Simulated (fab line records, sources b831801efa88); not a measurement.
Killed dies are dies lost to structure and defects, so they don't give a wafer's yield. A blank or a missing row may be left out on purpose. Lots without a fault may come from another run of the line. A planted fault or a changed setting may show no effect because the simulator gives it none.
One fault seen from 2 desks | flow sky130 | each desk has only its own numbers; what lay behind them comes last

THE TOOL OWNER'S DESK: pvd_sputter-01
The tool's own readings at SKY_LOCAL_INTERCONNECT_SPUTTER_00 (material TiN, target thk 100 nm, time 83.3 s): means of the sampled wafers that have a number, for each lot that ran on this tool. A lot is out of limits, marked OUT, if its mean lies more than 4 standard deviations from the usual mean; the brackets give that distance.
Columns: A = throttle_valve_pct at SKY_LOCAL_INTERCONNECT_SPUTTER_00, usual 30.2 %
lot  | first seen here | A
L362 | day 29 05:10    | 31.1
L366 | day 30 15:40    | 31.1
L368 | day 31 07:49    | 29.9
L371 | day 32 00:53    | 29.9
L373 | day 32 18:26    | 29.7
L381 | day 35 06:01    | 30.1
L382 | day 35 15:58    | 31.5
L384 | day 36 03:49    | 30.2
This desk's finding: nothing out of limits on any of the 8 lots.

THE METROLOGY DESK
What the gauges read, lot by lot, whatever tool the lot ran on: means of the sampled wafers that have a number. A lot is out of limits, marked OUT, if its mean lies more than 4 standard deviations from the usual mean; the brackets give that distance.
Columns: A = LOCAL_INTERCONNECT_TIN_RS at SKY_LOCAL_INTERCONNECT_RS_MEAS_01, usual 14.08 ohm/sq; B = LOCAL_INTERCONNECT_TIN_THK at SKY_LOCAL_INTERCONNECT_THK_MEAS_02, usual 100.4 nm; C = LOCAL_INTERCONNECT_OVL at SKY_LOCAL_INTERCONNECT_OVL_MEAS_12, usual -1 nm
lot  | first seen here | A                | B               | C
L362 | day 29 05:13    | 13.86            | 101.5           | -0
L366 | day 30 15:44    | 14.24            | 99.4            | -8
L368 | day 31 07:55    | 14.76            | 96.4            | -2
L371 | day 32 00:58    | 15.27 (+7.0) OUT | 92.6 (-6.0) OUT | 4
L373 | day 32 18:32    | 14.95 (+5.1) OUT | 94.6 (-4.5) OUT | 4
L378 | day 34 14:59    | 14.12            | 99.2            | 2
L379 | day 34 18:40    | 14.08            | 100.1           | -2
L381 | day 35 06:04    | 13.97            | 100.7           | -4
L382 | day 35 16:02    | 14.44            | 97.5            | -2
L384 | day 36 03:53    | 14.15            | 99.8            | -0
L385 | day 36 13:01    | 14.30            | 99.5            | -2
This desk's finding: out of limits on L371, L373; first on L371, day 32 00:58 (LOCAL_INTERCONNECT_TIN_RS at SKY_LOCAL_INTERCONNECT_RS_MEAS_01). In limits: L362, L366, L368, L378, L379, L381, L382, L384, L385.

PUT TOGETHER
The metrology desk could have raised an alarm at day 32 00:58, on L371, L373.
The tool owner's desk saw nothing out of limits.
The tool owner's desk has L371, L373 on record, within its limits.
Of the lots named, all ran SKY_LOCAL_INTERCONNECT_SPUTTER_00 on pvd_sputter-01.

WHAT THE SIMULATOR HAD PUT IN
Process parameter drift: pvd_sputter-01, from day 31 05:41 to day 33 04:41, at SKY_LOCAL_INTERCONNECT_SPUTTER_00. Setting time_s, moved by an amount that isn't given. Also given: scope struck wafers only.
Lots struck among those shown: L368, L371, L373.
Hours from the fault's start to each desk's first reading out of limits: the metrology desk, 19.
